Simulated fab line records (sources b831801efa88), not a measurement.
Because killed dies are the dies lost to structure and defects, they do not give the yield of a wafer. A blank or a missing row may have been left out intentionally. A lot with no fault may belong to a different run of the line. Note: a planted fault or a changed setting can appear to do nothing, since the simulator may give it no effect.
Shared-tool check / flow gf180mcu / 12 lots and 36 wafers in the sample

== WHY IT WAS OPENED ==
At GF_DNWELL_TW_MEAS_09 the reading DNWELL_TW is flagged on 2 of 12 lots. No-fault wafers: 1354, standard deviation 13.
Rule: a lot is flagged in two cases, either no wafer of it has a number, or all its wafers with numbers fall more than 4 standard deviations from that mean. The rest of the lots are taken to be sound.

lot=L561; measured=day 2 19:59; on=film metro-04; DNWELL_TW, wafer by wafer=1348 1347 1343; flag=
lot=L563; measured=day 3 05:55; on=film metro-02; DNWELL_TW, wafer by wafer=1357 1362 1360; flag=
lot=L565; measured=day 3 19:31; on=film metro-02; DNWELL_TW, wafer by wafer=1539 1538 1544; flag=FLAGGED
lot=L566; measured=day 3 22:29; on=film metro-02; DNWELL_TW, wafer by wafer=1544 1548 1535; flag=FLAGGED
lot=L575; measured=day 5 20:26; on=film metro-03; DNWELL_TW, wafer by wafer=1366 1364 1359; flag=
lot=L578; measured=day 6 16:09; on=film metro-03; DNWELL_TW, wafer by wafer=1362 1361 1363; flag=
lot=L579; measured=day 6 21:37; on=film metro-03; DNWELL_TW, wafer by wafer=1353 1354 1354; flag=
lot=L580; measured=day 7 02:25; on=film metro-02; DNWELL_TW, wafer by wafer=1340 1342 1348; flag=
lot=L581; measured=day 7 11:39; on=film metro-02; DNWELL_TW, wafer by wafer=1341 1344 1351; flag=
lot=L583; measured=day 7 22:53; on=film metro-03; DNWELL_TW, wafer by wafer=1366 1364 1359; flag=
lot=L582; measured=day 7 23:38; on=film metro-03; DNWELL_TW, wafer by wafer=1372 1377 1376; flag=
lot=L584; measured=day 8 03:30; on=film metro-02; DNWELL_TW, wafer by wafer=1332 1328 1329; flag=
Average over the flagged lots: 1541; offset from the usual +187, equal to +14 standard deviations.

== WHICH TOOL RAN EACH LOT ==
2 process steps preceding the reading are held in the record, out of 602 steps in the route. Each cell gives the tool, then ch followed by the chambers the sampled wafers passed through, then the start.
lot=L561; flag=; GF_STI_ETCH_13=rie diel-02 ch 0,1,3, day 2 01:27; GF_DNWELL_IMPLANT_07=implanter-03 ch 0, day 2 19:44
lot=L563; flag=; GF_STI_ETCH_13=rie diel-01 ch 0,1,2, day 2 12:31; GF_DNWELL_IMPLANT_07=implanter-03 ch 0, day 3 05:41
lot=L565; flag=FLAGGED; GF_STI_ETCH_13=rie diel-03 ch 0,1,2, day 2 22:48; GF_DNWELL_IMPLANT_07=implanter-03 ch 0, day 3 19:17
lot=L566; flag=FLAGGED; GF_STI_ETCH_13=rie diel-03 ch 0,1,2, day 3 03:30; GF_DNWELL_IMPLANT_07=implanter-03 ch 0, day 3 22:16
lot=L575; flag=; GF_STI_ETCH_13=rie diel-03 ch 1,2,3, day 5 01:33; GF_DNWELL_IMPLANT_07=implanter-02 ch 0, day 5 20:12
lot=L578; flag=; GF_STI_ETCH_13=rie diel-03 ch 0,1,3, day 5 16:30; GF_DNWELL_IMPLANT_07=implanter-04 ch 0, day 6 15:54
lot=L579; flag=; GF_STI_ETCH_13=rie diel-01 ch 0,2,3, day 5 21:57; GF_DNWELL_IMPLANT_07=implanter-03 ch 0, day 6 21:24
lot=L580; flag=; GF_STI_ETCH_13=rie diel-03 ch 0,2,3, day 6 02:03; GF_DNWELL_IMPLANT_07=implanter-02 ch 0, day 7 02:11
lot=L581; flag=; GF_STI_ETCH_13=rie diel-03 ch 0,1,3, day 6 07:30; GF_DNWELL_IMPLANT_07=implanter-04 ch 0, day 7 11:24
lot=L583; flag=; GF_STI_ETCH_13=rie diel-03 ch 1,3, day 6 20:49; GF_DNWELL_IMPLANT_07=implanter-04 ch 0, day 7 22:38
lot=L582; flag=; GF_STI_ETCH_13=rie diel-03 ch 1,2,3, day 6 15:09; GF_DNWELL_IMPLANT_07=implanter-03 ch 0, day 7 23:23
lot=L584; flag=; GF_STI_ETCH_13=rie diel-03 ch 2,3, day 7 03:06; GF_DNWELL_IMPLANT_07=implanter-03 ch 0, day 8 03:15
What these steps do:
- GF_STI_ETCH_13: etches the open film in CHF3/O2, stops on Si, target depth 282.31 nm, time 112.9 s.
- GF_DNWELL_IMPLANT_07
- GF_DNWELL_TW_MEAS_09

== FLAGGED OVER TOTAL, TOOL BY TOOL (the gauges that took the reading come last) ==
step=GF_STI_ETCH_13; tool=rie diel-01; lots run=2; flagged=0; share of the flagged lots=none; sound lots run after its first flagged lot=-
step=GF_STI_ETCH_13; tool=rie diel-02; lots run=1; flagged=0; share of the flagged lots=none; sound lots run after its first flagged lot=-
step=GF_STI_ETCH_13; tool=rie diel-03; lots run=9; flagged=2; share of the flagged lots=all; sound lots run after its first flagged lot=7 (L575,L578,L580,L581,L582,L583,L584)
step=GF_DNWELL_IMPLANT_07; tool=implanter-02; lots run=2; flagged=0; share of the flagged lots=none; sound lots run after its first flagged lot=-
step=GF_DNWELL_IMPLANT_07; tool=implanter-03; lots run=7; flagged=2; share of the flagged lots=all; sound lots run after its first flagged lot=3 (L579,L582,L584)
step=GF_DNWELL_IMPLANT_07; tool=implanter-04; lots run=3; flagged=0; share of the flagged lots=none; sound lots run after its first flagged lot=-
step=GF_DNWELL_TW_MEAS_09; tool=film metro-02; lots run=6; flagged=2; share of the flagged lots=all; sound lots run after its first flagged lot=3 (L580,L581,L584)
step=GF_DNWELL_TW_MEAS_09; tool=film metro-03; lots run=5; flagged=0; share of the flagged lots=none; sound lots run after its first flagged lot=-
step=GF_DNWELL_TW_MEAS_09; tool=film metro-04; lots run=1; flagged=0; share of the flagged lots=none; sound lots run after its first flagged lot=-

== THE TABLE: WHAT IT ALLOWS ==
Every flagged lot was run by 3 rows of the table: rie diel-03 at GF_STI_ETCH_13, implanter-03 at GF_DNWELL_IMPLANT_07 and film metro-02 at GF_DNWELL_TW_MEAS_09.
- rie diel-03 at GF_STI_ETCH_13 ran 9 lots, 2 of them flagged. Sound lots followed the first flagged one (L575, L578, L580, L581, L582, L583, L584) on it, something a lasting fault affecting the whole tool could not allow.
- implanter-03 at GF_DNWELL_IMPLANT_07 ran 7 lots, 2 of them flagged. Sound lots followed the first flagged one (L579, L582, L584) on it, something a lasting fault affecting the whole tool could not allow. Its own readings lie more than 4 standard deviations out on every wafer of the flagged lots: dose ions cm2, faraday current uA.
- film metro-02 at GF_DNWELL_TW_MEAS_09 ran 6 lots, 2 of them flagged. Sound lots followed the first flagged one (L580, L581, L584) on it, something a lasting fault affecting the whole tool could not allow.
There is no row in the table that ran each flagged lot and no sound lot after the first.

== WHAT THE SIMULATOR HAD PUT IN ==
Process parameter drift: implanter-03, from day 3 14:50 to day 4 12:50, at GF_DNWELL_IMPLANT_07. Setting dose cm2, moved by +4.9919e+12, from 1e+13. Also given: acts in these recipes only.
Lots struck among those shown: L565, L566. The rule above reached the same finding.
